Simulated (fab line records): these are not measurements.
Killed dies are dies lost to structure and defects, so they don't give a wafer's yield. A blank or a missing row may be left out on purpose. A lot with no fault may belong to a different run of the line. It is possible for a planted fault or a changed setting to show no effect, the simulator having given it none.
Comparing a struck lot with a sound one | flow sky130 | 15 steps out of a route of 708
Sound: wafers L499.1, L499.2, L499.5. Wafers L492.1, L492.3, L492.5 were the ones struck. The cause is named last.
For every step that has rows: the tool of each side, followed by ch and its chambers, followed by its first start. Under that, the readings that differ: sound wafers | struck wafers | difference of the means | sigmas: that difference in standard deviations of wafers without a fault.
alike: words and numbers the same on both sides, and readings whose means are apart by under 2 such deviations; not compared: readings that were withheld, readings missing a value for some wafer, numbers with overlapping values and no deviation given by the record, and bounds like >300 which may hide the same value.
Wherever a step has rows on one side only, a row that says differs or no value, or a row with sigmas, the two part there. Non-overlapping numbers with no deviation appear without sigmas and do not part them. Lack of a reading on every wafer of one side parts them only where that side has two or more wafers.

SKY_CAP2M_THK_MEAS_01:
  sound on filmMetro-02 at day 45 11:11; struck on filmMetro-04 at day 43 15:15
  alike: CAP2M_CVD_00_THK
SKY_CAP2M_SPUTTER_02: material TiN, target thk 200 nm, time 166.7 s.
  sound on pvdSputter-01 at day 45 11:14; struck on pvdSputter-04 at day 43 15:19
  alike: chamberPressurePa, throttleValvePct
SKY_CAP2M_RS_MEAS_03: measures by four-point-probe.
  sound on filmMetro-01 at day 45 11:21; struck on filmMetro-02 at day 43 15:25
  alike: CAP2M_TIN_RS
SKY_CAP2M_THK_MEAS_04: measures by xrf.
  sound on filmMetro-01 at day 45 11:28; struck on filmMetro-02 at day 43 15:32
  alike: CAP2M_TIN_THK
then, 7 steps without rows for these wafers: SKY_CAP2M_DEHYDRATE_05 (time 60 s); SKY_CAP2M_HMDS_06 (prime time 60 s); SKY_CAP2M_COAT_07 (resist thk 1140 nm); SKY_CAP2M_SOFTBAKE_08 (time 60 s); SKY_CAP2M_EXPOSE_09 (exposes mask CAP2M, target cd 1000 nm); SKY_CAP2M_PEB_10; SKY_CAP2M_DEVELOP_11 (develop time 60 s).
SKY_CAP2M_OVL_MEAS_12:
  sound on overlay-01 at day 46 07:56; struck on overlay-02 at day 44 13:12
  alike: CAP2M_OVL
SKY_CAP2M_METAL_ETCH_13: etches TiN in Cl2/BCl3, stops on SiO2, target depth 220 nm, time 62.9 s.
  sound on rieMetal-04 ch 0,1, day 46 07:59; struck on rieMetal-03 ch 0,1, day 44 13:14
reading                                   | sound                | struck               | difference                    | sigmas
oesProductAu (a.u.)                       | 0.934 0.925 0.926    | 0.986 0.983 0.979    | +0.054                        | +7
rfFwdPowerW (W)                           | 896 893 895          | - - -                | no value on the struck wafers | 
runLengthS (s)                            | 91.4 90.7 91.3       | 87.1 87.1 88.0       | -3.7                          | -5
throttleValvePct (%)                      | 21.903 21.902 21.916 | 21.840 21.871 21.874 | -0.045                        | -5
model.NOVOLAK_of_CAP2M_COAT_07.thkNm (nm) | 991 993 991          | 998.5 999.6 1003     | +8.7                          | 
  alike: drypumpMotorCurrentA
  not compared: rfHoursCounterH
SKY_CAP2M_STRIP_14: strips in O2/N2.
  sound on plasmaAsher-03 ch 0,1, day 46 08:04; struck on plasmaAsher-02 ch 0,1, day 44 13:19
reading                  | sound             | struck            | difference | sigmas
stripTimeToEndpointS (s) | 12.63 12.65 12.62 | 12.71 12.72 12.75 | +0.09      | +2
  alike: drypumpMotorCurrentA, oesProductAu
  not compared: rfHoursCounterH
-- the record jumps here: 5 days lie between the struck wafers' starts before and after (it left off in module CAP2M and takes up again in module PAD_OPEN, whose first step shown is number 708 of the route) --
SKY_PAD_OPEN_PROBE_99:
  sound on prober-01 at day 50 13:11; struck on prober-02 at day 49 01:38
reading                | sound          | struck         | difference | sigmas
defectLimitedYield (%) | 83.7 84.8 85.2 | 81.1 78.9 81.3 | -4.1       | -2
killed_at_M0_to_M3     | 44 35 28       | 57 61 56       | +22        | +3
killedDies             | 80 75 73       | 93 104 92      | +20        | +2
sortNPass              | 412 417 419    | 399 388 400    | -20        | -2
sortYieldPct (%)       | 83.7 84.8 85.2 | 81.1 78.9 81.3 | -4.1       | -2
  alike: killed_at_M4_up, killedAtContacts, killedAtFrontEnd, killedAtOther, killedOpen, killedShort, sort_bin_3_pad_short, sort_bin_5_function, sort_bin_6_memory

== WHERE THEY PART ==
At SKY_CAP2M_METAL_ETCH_13 first; at SKY_PAD_OPEN_PROBE_99 last (within this record only).

WHY: what had been put in by the simulator
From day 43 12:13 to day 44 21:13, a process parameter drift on rieMetal-03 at SKY_CAP2M_METAL_ETCH_13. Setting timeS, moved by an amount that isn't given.
